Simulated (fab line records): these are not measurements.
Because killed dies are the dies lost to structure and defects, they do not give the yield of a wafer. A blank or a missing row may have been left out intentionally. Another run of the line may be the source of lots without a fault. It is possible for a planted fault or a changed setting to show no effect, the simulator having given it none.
Which tool is to blame? :: flow gf180mcu :: 6 lots, 18 wafers sampled, at 2 steps of a route of 602

## WHAT THE GAUGES READ, wafer by wafer
GF_HV_LDD_TW_MEAS_38.
lot: L677
measured: day 13 12:25
on: film_metro-02
HV_LDD_3_TW: 1430 1424 1430

lot: L681
measured: day 14 13:55
on: film_metro-04
HV_LDD_3_TW: 1441 1435 1439

lot: L683
measured: day 15 02:52
on: film_metro-02
HV_LDD_3_TW: 1422 1420 1425

lot: L686
measured: day 16 00:57
on: film_metro-01
HV_LDD_3_TW: 1313 1318 1317 1312 1320 1313

lot: L689
measured: day 17 07:37
on: film_metro-04
HV_LDD_3_TW: 1434 1438 1442

lot: L696
measured: day 19 15:16
on: film_metro-02
HV_LDD_3_TW: 1425 1417 1427

## EACH LOT AND THE TOOL THAT RAN IT (in order: tool; ch and the chambers of the sampled wafers; start)
lot: L677
GF_HV_LDD_IMPLANT_34: implanter-04 ch 0, day 13 11:52

lot: L681
GF_HV_LDD_IMPLANT_34: implanter-03 ch 0, day 14 13:22

lot: L683
GF_HV_LDD_IMPLANT_34: implanter-01 ch 0, day 15 02:19

lot: L686
GF_HV_LDD_IMPLANT_34: implanter-01 ch 0, day 16 00:25

lot: L689
GF_HV_LDD_IMPLANT_34: implanter-04 ch 0, day 17 07:04

lot: L696
GF_HV_LDD_IMPLANT_34: implanter-03 ch 0, day 19 14:46
- GF_HV_LDD_IMPLANT_34

## THE ANSWER, worked out from the rows above alone
Rule: the lots themselves supply what counts as usual. Put in order of their means at a reading, lots are off if they are a third of the lots or fewer, leave a main group of 4 or more, and stand apart from it by a gap of 3 or more times the standard deviation of the main group's means; of several such gaps the widest counts. Not used: any main group whose means are identical at the precision the tables above print for the reading. Also off: a lot with no number at a reading for which 4 or more lots have one. The other lots that the step has rows for count as sound.
Off: L686, seen at GF_HV_LDD_TW_MEAS_38 (HV_LDD_3_TW). Main group: mean 1430, sd 7.
A tool fits if, at a process step before that reading, it ran every lot that is off, and no sound lot after the first of them. The gauges at GF_HV_LDD_TW_MEAS_38 are tried like those tools. Undecided on this evidence; 2 tools fit (implanter-01 at GF_HV_LDD_IMPLANT_34, film_metro-01 at GF_HV_LDD_TW_MEAS_38).

## WHAT THE SIMULATOR HAD INSERTED
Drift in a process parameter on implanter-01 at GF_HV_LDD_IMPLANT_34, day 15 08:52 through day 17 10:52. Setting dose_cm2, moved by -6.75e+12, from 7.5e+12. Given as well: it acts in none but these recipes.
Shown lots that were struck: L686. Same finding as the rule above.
